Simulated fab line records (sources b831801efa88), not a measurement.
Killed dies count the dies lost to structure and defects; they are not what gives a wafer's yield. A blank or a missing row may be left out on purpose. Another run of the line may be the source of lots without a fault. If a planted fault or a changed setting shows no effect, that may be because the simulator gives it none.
Struck lot and sound lot, side by side | flow sky130 | 14 out of 708 route steps
Sound: wafers L611.1, L611.2, L611.6. The struck wafers were L623.2, L623.3, L623.5. Last of all comes the cause.
Order at every step that has rows: each side's tool, ch and its chambers, its first start. Under that, the readings that differ: sound wafers | struck wafers | difference of the means | sigmas: that difference in standard deviations of wafers without a fault.
alike: words and numbers the same on both sides, and readings whose means are apart by under 2 such deviations; not compared: readings that were withheld, readings missing a value for some wafer, numbers with overlapping values and no deviation given by the record, and bounds like >300 which may hide the same value.
A row with sigmas, a row that says differs or no value, or rows on one side alone: a step with any of these is where the two part. Numbers that have no deviation but don't overlap get no sigmas and don't part them. A reading that every wafer of one side lacks parts them only if that side has two wafers or more.

SKY_POLY_GATE_ETCH_15: etches BARC in N2/H2, stops on SiO2, time 118.5 s, target depth 110 nm.
  sound on rie_diel-01 ch 0,1, day 20 10:43; struck on rie_diel-01 ch 0,2,3, day 24 21:19
  alike: drypump_motor_current_A, oes_product_au, throttle_valve_pct
  not compared: rf_hours_counter_h
SKY_POLY_GATE_ETCH_16: etches Si3N4 in CH3F/O2, stops on poly-Si, time 147.5 s, target depth 75 nm.
  sound on rie_diel-01 ch 0,1, day 20 10:48; struck on rie_diel-01 ch 0,2,3, day 24 21:24
  alike: drypump_motor_current_A, oes_product_au, throttle_valve_pct
  not compared: rf_hours_counter_h
SKY_POLY_GATE_ETCH_17: etches poly-Si in HBr/Cl2, stops on SiO2, target depth 180 nm, time 70.5 s.
  sound on rie_si-01 ch 0,1, day 20 10:54; struck on rie_si-01 ch 1,2,3, day 24 21:30
  alike: drypump_motor_current_A, oes_product_au, throttle_valve_pct
  not compared: rf_hours_counter_h
SKY_POLY_GATE_STRIP_18: strips in O2/N2.
  sound on plasma_asher-01 ch 0,1, day 20 10:58; struck on plasma_asher-03 ch 0, day 24 21:34
  alike: drypump_motor_current_A, oes_product_au, strip_time_to_endpoint_s
  not compared: rf_hours_counter_h
then, 2 steps without rows for these wafers: SKY_POLY_GATE_CLEAN_19 (cleans in SC1/SC2, time 150 s); SKY_POLY_GATE_OXIDATION_20 (stabilise 600 s, purge 300 s, target thk 4 nm).
SKY_POLY_GATE_THK_MEAS_21:
  sound on film_metro-01 at day 20 12:22; struck on film_metro-01 at day 24 22:58
  alike: POLY_GATE_OXIDATION_THK
SKY_POLY_GATE_CD_MEAS_22:
  sound on cd_sem-01 at day 20 12:25; struck on cd_sem-02 at day 24 23:02
  alike: cd_nm
then, 4 steps without rows for these wafers: SKY_LDD_N_DEHYDRATE_00 (time 60 s); SKY_LDD_N_HMDS_01 (prime time 60 s); SKY_LDD_N_COAT_02 (resist thk 300 nm); SKY_LDD_N_SOFTBAKE_03 (time 60 s).
SKY_LDD_N_EXPOSE_04: exposes mask NTM, target cd 840 nm.
  struck on iline_stepper-01, day 25 13:57; sound on iline_stepper-01 ch 0, day 21 03:58
  no value came back on the struck wafers for exposure_dose_mJ_cm2, focus_offset_nm (nm); on the sound wafers exposure_dose_mJ_cm2 reads 109.93 109.93 110.19
  alike: mask
after that, 1 step had no rows for these wafers: SKY_LDD_N_PEB_05.

WHERE THEY PART
Within this record, at SKY_LDD_N_EXPOSE_04 only.

WHY: what had been put in by the simulator
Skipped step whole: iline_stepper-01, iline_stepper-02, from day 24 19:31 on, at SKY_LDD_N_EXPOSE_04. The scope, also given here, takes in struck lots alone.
